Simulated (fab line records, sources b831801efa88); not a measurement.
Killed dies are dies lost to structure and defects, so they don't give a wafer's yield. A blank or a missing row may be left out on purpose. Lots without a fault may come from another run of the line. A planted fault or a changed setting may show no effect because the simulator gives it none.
fab line records | flow sky130
record lots=11 wafers=33 last_day=51
route steps=708 shown METAL3@564 VIA3@575 CAP2M@603 METAL4@633 PAD_OPEN@708
lots that met no fault: from a run of the same line without faults
start_h: hours from the record's first day to the start of the lot's first wafer shown | wait_h: hours since the lot's step before | " the same as in the row above | L1.1+2: a row that stands for several wafers | - no value, or no start given | * or withheld: withheld | < > ~ a bound
route shown NAME@n: a module of which the file shows steps, and the number in the route of the first | usual: mean/standard deviation of fault-free wafers | same: alike in all rows | chamber/n: place in a boat | sites: the reading at each site | _std_site: their standard deviation | _edge_site: outer sites' mean less inner sites' | radius_mm: how far each site lies from the wafer's centre | mask NAME#n: copy n | behind: the tool/chamber that last shaped the wafer | hold: why the lot was held/for how many hours/how that ended | device: the transistor (n, p or np) that didn't switch | end of line: the same wafers' tests at the end of the route | a step without rows: its recipe alone | killed: dies lost to structure and defects at the first sort, not the wafer's yield | map: a wafer's dies, x killed, . not, _ none there
set.NAME: the setting as run; set.NAME@STEP: as run at that earlier step | model.NAME: the simulator's own value behind a step, which no gauge read
steps of the route over a sample of lots; a table a step, a row a wafer
services: from which hour (start_h, from the record's first day; less than 0 if before it) a tool's chamber was out of use, for how many hours, and why
## steps
# step SKY_METAL3_OVL_MEAS_14
# usual METAL3_OVL=1/5.7
# columns lot.wafer tool chamber start_h wait_h METAL3_OVL[nm]
L590.1 overlay-02 - 931.58 0.1 0
L590.2 " - " " -6
L590.3 " - " " -1
L593.2 overlay-01 - 957.34 0.1 3
L593.4 " - " " 0
L593.6 " - " " -7
L594.4 overlay-01 - 970.25 0.1 -5
L594.5 " - " " -4
L594.6 " - " " -10
L596.1 overlay-01 - 979.74 0.1 -2
L596.3 " - " " -3
L596.5 " - " " -5
L598.1 overlay-01 - 991.50 0.1 5
L598.5 " - " " 1
L598.6 " - " " 8
L600.1 overlay-02 - 1002.18 0.1 11
L600.2 " - " " 5
L600.6 " - " " 9
L605.3 overlay-01 - 1035.49 0.1 0
L605.4 " - " " -6
L605.6 " - " " -7
L606.2 overlay-01 - 1047.04 0.1 6
L606.4 " - " " 12
L606.6 " - " " 6
L607.1 overlay-02 - 1068.59 0.1 2
L607.2 " - " " 5
L607.6 " - " " -4
L609.1 overlay-01 - 1068.94 0.1 1
L609.3 " - " " 7
L609.6 " - " " 10
L610.4 overlay-02 - 1073.85 0.1 5
L610.5 " - " " -1
L610.6 " - " " 7
# step SKY_VIA3_CMP_02
# recipe material=SiO2 down_force_psi=4 platen_rpm=60 pad_velocity_m_s=0.94248
# usual motor_current_A=12.0/1.7
# columns lot.wafer tool chamber start_h wait_h motor_current_A
L590.1 cmp-01 1 932.83 0.1 11.3
L590.3 " 2 " " 10.7
L590.2 " 3 " " 16.2
L593.4 cmp-01 2 958.57 0.1 10.7
L593.2 " 0 " " 14.3
L593.6 " 2 " " 11.0
L594.4 cmp-01 0 971.74 0.2 14.2
L594.5 " 1 " " 11.7
L594.6 " 2 " " 10.6
L596.3 cmp-02 1 981.01 0.1 9.0
L596.1 " 2 " " 10.7
L596.5 " 1 " " 9.5
L598.1 cmp-02 0 992.83 0.2 12.2
L598.5 " 1 " " 9.7
L598.6 " 2 " " 10.7
L600.1 cmp-01 3 1003.37 0.1 15.3
L600.2 " 2 " " 10.8
L600.6 " 0 " " 13.8
L605.3 cmp-01 0 1037.10 0.0 14.2
L605.4 " 3 " " 15.4
L605.6 " 0 " " 14.8
L606.2 cmp-01 3 1048.80 0.1 15.9
L606.4 " 1 " " 11.8
L606.6 " 2 " " 11.4
L607.2 cmp-02 2 1069.81 0.1 10.9
L607.1 " 3 " " 11.3
L607.6 " 3 " " 11.1
L609.1 cmp-02 0 1070.17 0.1 12.4
L609.3 " 1 " " 9.7
L609.6 " 3 " " 11.3
L610.4 cmp-01 1 1075.10 0.1 11.4
L610.5 " 0 " " 13.6
L610.6 " 1 " " 11.7
# step SKY_VIA3_ETCH_14
# recipe chemistry=N2/H2 target=BARC ion_energy_ev=200 source_w=500 bias_w=100 pressure_mtorr=30 n2_flow_sccm=100 h2_flow_sccm=200 stop_on=SiO2 time_s=45.9 target_depth_a=600
# usual drypump_motor_current_A=5.8/0.56 oes_product_au=0.855/0.0046 throttle_valve_pct=13.224/0.0099
# columns lot.wafer tool chamber start_h wait_h drypump_motor_current_A oes_product_au rf_hours_counter_h throttle_valve_pct
L590.1 rie_diel-03 3 958.57 0.0 6.2 0.850 0 13.225
L590.2 " 0 " " 6.7 0.857 2 13.201
L590.3 " 2 " " 5.6 0.856 21 13.241
L593.2 rie_diel-03 2 983.52 0.0 5.6 0.860 22 13.227
L593.4 " 0 " " 6.7 0.854 3 13.225
L593.6 " 3 " " 6.2 0.856 - 13.232
L594.4 rie_diel-01 3 996.18 0.0 5.4 0.859 18 13.222
L594.5 " 3 " " 5.3 0.854 - 13.242
L594.6 " 2 " " 5.9 0.855 - 13.228
L596.1 rie_diel-02 0 1004.77 0.0 6.2 0.848 15 13.231
L596.3 " 1 " " 5.6 0.854 24 13.242
L596.5 " 0 " " 6.2 0.866 - 13.214
L598.1 rie_diel-01 2 1016.58 0.0 5.9 0.861 24 13.233
L598.5 " 0 " " 5.6 0.853 - 13.226
L598.6 " 3 " " 5.4 0.855 - 13.222
L600.1 rie_diel-01 1 1026.97 0.0 4.6 0.859 12 13.245
L600.2 " 0 " " 5.6 0.858 24 13.231
L600.6 " 1 " " 4.6 0.853 - 13.213
L605.3 rie_diel-02 3 1065.28 0.0 6.3 0.854 15 13.218
L605.4 " 3 " " 6.3 0.840 - 13.219
L605.6 " 0 " " 6.2 0.856 - 13.210
L606.2 rie_diel-01 2 1070.49 0.0 5.9 0.858 26 13.213
L606.4 " 3 " " 5.4 0.856 21 13.234
L606.6 " 1 " " 4.7 0.853 - 13.235
L607.1 rie_diel-01 0 1091.63 0.0 5.6 0.863 27 13.229
L607.2 " 2 " " 5.9 0.855 26 13.235
L607.6 " 1 " " 4.7 0.864 - 13.213
L609.1 rie_diel-01 1 1092.52 0.0 4.6 0.848 14 13.223
L609.3 " 0 " " 5.6 0.852 27 13.227
L609.6 " 3 " " 5.4 0.849 - 13.208
L610.4 rie_diel-03 1 1096.53 0.0 5.2 0.858 12 13.224
L610.5 " 1 " " 5.2 0.858 - 13.220
L610.6 " 2 " " 5.6 0.863 - 13.244
# step SKY_CAP2M_CVD_00
# recipe material=SiO2 target_thk_nm=15.5 temp_c=400 time_s=withheld rf_w=450
# usual heater_power_w=736/91
# columns lot.wafer tool chamber start_h wait_h heater_power_w
L590.1 pecvd-01 2 960.09 0.0 550
L590.2 " 1 " " 691
L590.3 " 0 " " 881
L593.2 pecvd-02 2 985.03 0.0 895
L593.4 " 2 " " 898
L593.6 " 1 " " 707
L594.4 pecvd-02 2 997.70 0.0 830
L594.5 " 0 " " 713
L594.6 " 1 " " 654
L596.1 pecvd-04 0 1006.28 0.0 649
L596.3 " 1 " " 776
L596.5 " 0 " " 659
L598.1 pecvd-01 0 1018.21 0.0 885
L598.5 " 2 " " 508
L598.6 " 1 " " 688
L600.1 pecvd-04 0 1028.48 0.0 660
L600.2 " 1 " " 642
L600.6 " 2 " " 748
L605.3 pecvd-02 2 1066.83 0.0 736
L605.4 " 0 " " 782
L605.6 " 2 " " 734
L606.2 pecvd-01 2 1072.01 0.0 575
L606.4 " 1 " " 714
L606.6 " 2 " " 602
L607.1 pecvd-01 1 1093.14 0.0 568
L607.2 " 2 " " 539
L607.6 " 0 " " 811
L609.1 pecvd-02 1 1094.57 0.0 772
L609.3 " 0 " " 811
L609.6 " 2 " " 914
L610.4 pecvd-02 2 1099.08 0.0 824
L610.5 " 1 " " 749
L610.6 " 2 " " 815
# step SKY_CAP2M_THK_MEAS_01
# recipe reads=SiO2_of_CAP2M_CVD_00
# usual CAP2M_CVD_00_THK=15.43/0.26
# columns lot.wafer tool chamber start_h wait_h hold CAP2M_CVD_00_THK[nm]
L590.1 film_metro-03 - 960.11 - - 15.35
L590.2 " - " " - 15.09
L590.3 " - " " - 15.28
L593.2 film_metro-03 - 985.06 - - 15.30
L593.4 " - " " - 15.75
L593.6 " - " " - 15.41
L594.4 film_metro-03 - 997.74 - - 15.68
L594.5 " - " " - 15.58
L594.6 " - " " - 15.58
L596.1 film_metro-01 - 1006.30 - - 15.56
L596.3 " - " " - 15.21
L596.5 " - " " - 15.42
L598.1 film_metro-01 - 1018.23 - - 15.19
L598.5 " - " " - 15.75
L598.6 " - " " - 15.46
L600.1 film_metro-01 - 1028.51 - - 15.60
L600.2 " - " " - 15.62
L600.6 " - " " - 15.63
L605.3 film_metro-01 - 1066.87 - - 15.48
L605.4 " - " " - 15.33
L605.6 " - " " - 15.84
L606.2 film_metro-02 - 1072.04 - await_dispo/0.2h/release 8.95
L606.4 " - " " await_dispo/0.2h/release 14.86
L606.6 " - " " await_dispo/0.2h/release 15.25
L606.2 film_metro-02 - 1072.26 0.2 - 8.95
L606.4 " - " " - 14.87
L606.6 " - " " - 15.23
L607.1 film_metro-03 - 1093.16 - await_dispo/0.2h/release 8.90
L607.2 " - " " await_dispo/0.2h/release 9.53
L607.6 " - " " await_dispo/0.2h/release 15.38
L607.1 film_metro-03 - 1093.39 0.2 - 8.92
L607.2 " - " " - 9.53
L607.6 " - " " - 15.39
L609.1 film_metro-02 - 1094.59 - - 15.40
L609.3 " - " " - 15.19
L609.6 " - " " - 15.77
L610.4 film_metro-01 - 1099.13 - - 15.74
L610.5 " - " " - 15.37
L610.6 " - " " - 15.95
# step SKY_METAL4_ETCH_17
# recipe target=SiO2 stop_on=TiN chemistry=C4F8/O2/Ar source_w=1500 bias_w=1200 pressure_mtorr=40 c4f8_flow_sccm=withheld O2_flow_sccm=6 Ar_flow_sccm=300 time_s=3.9 target_depth_a=150
# usual oes_product_au=0.752/0.0076
# columns lot.wafer tool chamber start_h wait_h oes_product_au rf_hours_counter_h
L590.1 rie_diel-03 2 1009.55 0.1 0.742 23
L590.2 " 3 " " 0.743 2
L590.3 " 0 " " 0.751 4
L593.2 rie_diel-04 3 1032.80 0.1 0.752 10
L593.4 " 2 " " 0.759 -
L593.6 " 3 " " 0.755 -
L594.4 rie_diel-03 1 1044.31 0.0 0.758 -
L594.5 " 3 " " 0.756 -
L594.6 " 0 " " 0.752 -
L596.1 rie_diel-03 1 1052.45 0.1 0.756 10
L596.3 " 0 " " 0.738 5
L596.5 " 1 " " 0.760 -
L598.1 rie_diel-02 1 1072.95 0.1 0.742 27
L598.5 " 0 " " 0.753 -
L598.6 " 3 " " 0.751 -
L600.1 rie_diel-02 2 1073.56 0.1 0.757 0
L600.2 " 0 " " 0.759 18
L600.6 " 2 " " 0.767 -
L605.3 rie_diel-04 3 1108.50 0.0 0.751 13
L605.4 " 2 " " 0.746 23
L605.6 " 1 " " 0.765 -
L606.2 rie_diel-03 0 1114.30 0.1 0.593 8
L606.4 " 3 " " 0.743 5
L606.6 " 3 " " 0.743 -
L607.1 rie_diel-02 0 1134.72 0.1 0.599 20
L607.2 " 3 " " 0.609 18
L607.6 " 2 " " 0.765 -
L609.1 rie_diel-03 1 1135.37 0.1 0.750 13
L609.3 " 3 " " 0.755 6
L609.6 " 2 " " 0.765 -
L610.4 rie_diel-02 0 1139.75 0.0 0.764 21
L610.5 " 1 " " 0.759 -
L610.6 " 2 " " 0.768 -
# step SKY_PAD_OPEN_PROBE_99
# usual defect_limited_yield=82.3/1.8 killed_at_M0_to_M3=43/6 killed_at_M4_up=3.2/1.9 killed_at_contacts=25/5.4 killed_at_front_end=15/4.5 killed_at_other=0.3/0.59 killed_dies=87/8.7 killed_open=47/6.7 killed_short=39/5.7
# same gross_dies=492 killed_at_back_side=0
# columns lot.wafer tool chamber start_h wait_h defect_limited_yield[%] killed_at_M0_to_M3 killed_at_M4_up killed_at_contacts killed_at_front_end killed_at_other killed_dies killed_open killed_short
L590.1 prober-02 - 1102.69 0.1 83.3 36 4 25 17 0 82 44 37
L590.2 prober-02 - 1102.74 0.1 81.3 44 4 24 20 0 92 54 37
L590.3 prober-02 - 1102.79 0.2 78.7 47 6 29 23 0 105 61 44
L598.1 prober-02 - 1159.99 0.1 83.3 51 1 16 14 0 82 50 31
L598.5 prober-02 - 1160.19 0.2 84.3 42 3 20 12 0 77 45 32
L598.6 prober-02 - 1160.24 0.2 83.1 46 2 17 18 0 83 41 42
L600.1 prober-02 - 1161.49 0.1 81.7 49 2 25 14 0 90 44 45
L600.2 prober-02 - 1161.54 0.1 83.1 35 2 23 22 1 83 46 37
L600.6 prober-02 - 1161.74 0.2 83.5 40 5 23 10 3 81 47 34
L605.3 prober-01 - 1188.29 0.2 83.9 34 1 28 16 0 79 43 36
L605.4 prober-01 - 1188.34 0.2 80.7 39 6 23 27 0 95 44 51
L605.6 prober-01 - 1188.44 0.2 80.7 48 2 17 26 2 95 57 38
L606.2 prober-02 - 1194.03 0.1 82.7 45 2 25 13 0 85 44 41
L606.4 prober-02 - 1194.13 0.2 81.7 47 2 22 19 0 90 47 42
L606.6 prober-02 - 1194.23 0.2 83.3 44 1 22 15 0 82 44 36
L610.4 prober-02 - 1213.59 0.2 83.9 41 3 18 17 0 79 42 37
L610.5 prober-02 - 1213.64 0.2 81.7 41 3 30 16 0 90 42 48
L610.6 prober-02 - 1213.69 0.2 78.5 65 2 28 11 0 106 64 42
# killed by level:class
L590.1 VIA1:geometric_particle:open=10 CONTACT:geometric_particle:open=10 VIA3:geometric_particle:open=7 CONTACT:geometric_particle:short=6 FIELD_ISO:geometric_particle:open=5 FIELD_ISO:geometric_particle:short=5 POLY_GATE:geometric_particle:short=4 LI_CONTACT:geometric_particle:open=4
L590.2 VIA1:geometric_particle:open=13 LI_CONTACT:geometric_particle:open=8 CONTACT:geometric_particle:open=8 POLY_GATE:geometric_particle:open=5 VIA1:geometric_particle:short=5 VIA2:geometric_particle:open=5 METAL2:geometric_particle:short=4 METAL3:geometric_particle:short=4
L590.3 CONTACT:geometric_particle:open=13 VIA1:geometric_particle:open=11 LI_CONTACT:geometric_particle:open=7 METAL1:geometric_particle:short=7 VIA3:geometric_particle:open=6 CONTACT:geometric_particle:short=6 POLY_GATE:geometric_particle:open=5 VIA2:geometric_particle:open=5
L598.1 VIA1:geometric_particle:open=11 VIA2:geometric_particle:open=10 METAL2:geometric_particle:short=7 VIA3:geometric_particle:open=7 LI_CONTACT:geometric_particle:open=6 CONTACT:geometric_particle:open=6 FIELD_ISO:geometric_particle:open=5 FIELD_ISO:geometric_particle:short=5
L598.5 VIA3:geometric_particle:open=7 VIA2:geometric_particle:open=7 VIA1:geometric_particle:open=7 LI_CONTACT:geometric_particle:open=6 CONTACT:geometric_particle:open=6 CONTACT:geometric_particle:short=5 VIA2:geometric_particle:short=5 POLY_GATE:geometric_particle:open=4
L598.6 METAL2:geometric_particle:short=10 VIA3:geometric_particle:open=7 METAL1:geometric_particle:short=7 VIA1:geometric_particle:open=7 LI_CONTACT:geometric_particle:open=5 VIA2:geometric_particle:open=5 POLY_GATE:geometric_particle:short=4 CONTACT:geometric_particle:short=4
L600.1 CONTACT:geometric_particle:open=12 VIA1:geometric_particle:open=10 METAL2:geometric_particle:short=7 VIA2:geometric_particle:short=7 VIA3:geometric_particle:open=6 VIA1:geometric_particle:short=4 FIELD_ISO:geometric_particle:short=4 POLY_GATE:geometric_particle:open=4
L600.2 CONTACT:geometric_particle:open=14 FIELD_ISO:geometric_particle:open=7 VIA3:geometric_particle:open=7 FIELD_ISO:geometric_particle:short=6 VIA2:geometric_particle:open=5 VIA2:geometric_particle:short=5 POLY_GATE:geometric_particle:short=4 VIA1:geometric_particle:short=4
L600.6 CONTACT:geometric_particle:open=12 METAL2:geometric_particle:short=11 VIA1:geometric_particle:open=7 LI_CONTACT:geometric_particle:open=6 VIA3:geometric_particle:open=5 METAL1:geometric_particle:open=4 VIA1:geometric_particle:short=3 VIA2:geometric_particle:open=3
L605.3 CONTACT:geometric_particle:open=13 VIA1:geometric_particle:open=9 LI_CONTACT:geometric_particle:open=6 POLY_GATE:geometric_particle:open=5 VIA1:geometric_particle:short=5 METAL1:geometric_particle:short=5 VIA3:geometric_particle:open=5 POLY_GATE:geometric_particle:short=4
L605.4 FIELD_ISO:geometric_particle:open=9 POLY_GATE:geometric_particle:short=8 VIA1:geometric_particle:open=8 VIA1:geometric_particle:short=7 CONTACT:geometric_particle:open=7 METAL2:geometric_particle:short=7 FIELD_ISO:geometric_particle:short=6 METAL4:geometric_particle:short=6
L605.6 VIA1:geometric_particle:open=12 FIELD_ISO:geometric_particle:open=8 POLY_GATE:geometric_particle:open=8 CONTACT:geometric_particle:open=7 METAL1:geometric_particle:short=7 VIA1:geometric_particle:short=6 FIELD_ISO:geometric_particle:short=5 VIA3:geometric_particle:open=5
L606.2 VIA1:geometric_particle:open=14 CONTACT:geometric_particle:open=10 VIA1:geometric_particle:short=9 CONTACT:geometric_particle:short=6 POLY_GATE:geometric_particle:short=5 POLY_GATE:geometric_particle:open=4 METAL1:geometric_particle:open=4 VIA3:geometric_particle:open=4
L606.4 CONTACT:geometric_particle:open=11 VIA2:geometric_particle:open=10 VIA3:geometric_particle:open=7 METAL1:geometric_particle:short=6 VIA1:geometric_particle:open=6 VIA1:geometric_particle:short=6 METAL2:geometric_particle:short=6 FIELD_ISO:geometric_particle:open=5
L606.6 VIA2:geometric_particle:open=10 LI_CONTACT:geometric_particle:open=7 CONTACT:geometric_particle:short=7 VIA1:geometric_particle:short=7 VIA1:geometric_particle:open=6 CONTACT:geometric_particle:open=5 METAL2:geometric_particle:short=5 VIA3:geometric_particle:open=5
L610.4 VIA1:geometric_particle:open=11 CONTACT:geometric_particle:open=7 METAL1:geometric_particle:short=6 VIA2:geometric_particle:open=6 POLY_GATE:geometric_particle:short=5 CONTACT:geometric_particle:short=5 VIA3:geometric_particle:open=4 VIA1:geometric_particle:short=4
L610.5 CONTACT:geometric_particle:short=11 CONTACT:geometric_particle:open=9 FIELD_ISO:geometric_particle:short=8 VIA1:geometric_particle:open=8 LI_CONTACT:geometric_particle:open=7 METAL2:geometric_particle:short=7 VIA2:geometric_particle:open=5 METAL1:geometric_particle:short=4
L610.6 VIA1:geometric_particle:open=17 METAL2:geometric_particle:short=12 CONTACT:geometric_particle:open=10 LI_CONTACT:geometric_particle:open=8 VIA3:geometric_particle:open=8 VIA2:geometric_particle:short=6 METAL1:geometric_particle:short=5 LOCAL_INTERCONNECT:geometric_particle:short=4
## services
# columns tool chamber start_h hours kind
cmp-02 - 912.00 4.0 pm
rie_diel-03 0 919.86 11.3 repair
rie_diel-03 1 925.90 2.8 repair
cmp-02 - 944.91 4.8 repair
pecvd-01 0 957.23 2.0 repair
rie_diel-02 3 971.26 4.9 repair
cmp-02 - 974.45 3.7 pm
cmp-01 - 992.15 5.2 pm
pecvd-01 0 996.91 9.3 repair
rie_diel-01 3 1025.70 4.2 repair
rie_diel-03 2 1039.15 12.6 repair
cmp-02 - 1039.37 6.2 repair
cmp-01 - 1047.96 0.6 repair
pecvd-02 - 1056.67 6.0 pm
rie_diel-01 2 1066.52 3.4 repair
rie_diel-03 3 1068.70 7.0 repair
cmp-02 - 1070.79 0.6 repair
rie_diel-03 0 1080.12 2.6 repair
rie_diel-02 2 1089.08 32.1 repair
cmp-01 - 1092.98 4.0 pm
cmp-01 - 1097.64 1.1 repair
cmp-01 - 1098.88 1.0 repair
rie_diel-02 0 1102.04 13.7 repair
cmp-01 - 1125.30 1.4 repair
## key
first_sign step=SKY_CAP2M_THK_MEAS_01 reading=visit direction=added
effect step=SKY_CAP2M_THK_MEAS_01 reading=CAP2M_CVD_00_THK direction=down sigmas=24 usual=15.43 struck=9.13
effect step=SKY_METAL4_ETCH_17 reading=oes_product_au direction=down sigmas=20 usual=0.752 struck=0.600
met_at SKY_CAP2M_CVD_00
struck_lots L606,L607
struck_wafers L606.2,L607.1,L607.2
not_acting_at SKY_METAL3_OVL_MEAS_14,SKY_VIA3_CMP_02,SKY_VIA3_ETCH_14
onset_between 1018.21 1072.01
fault kind=process_parameter_drift tool=pecvd-01 chamber=- onset_h=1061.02 steps=SKY_CAP2M_CVD_00 channel=target_thk_nm offset=-6.1275 shape=step end_h=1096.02 scope=struck_wafers_only acts_in=these_recipes_only stated=15.5
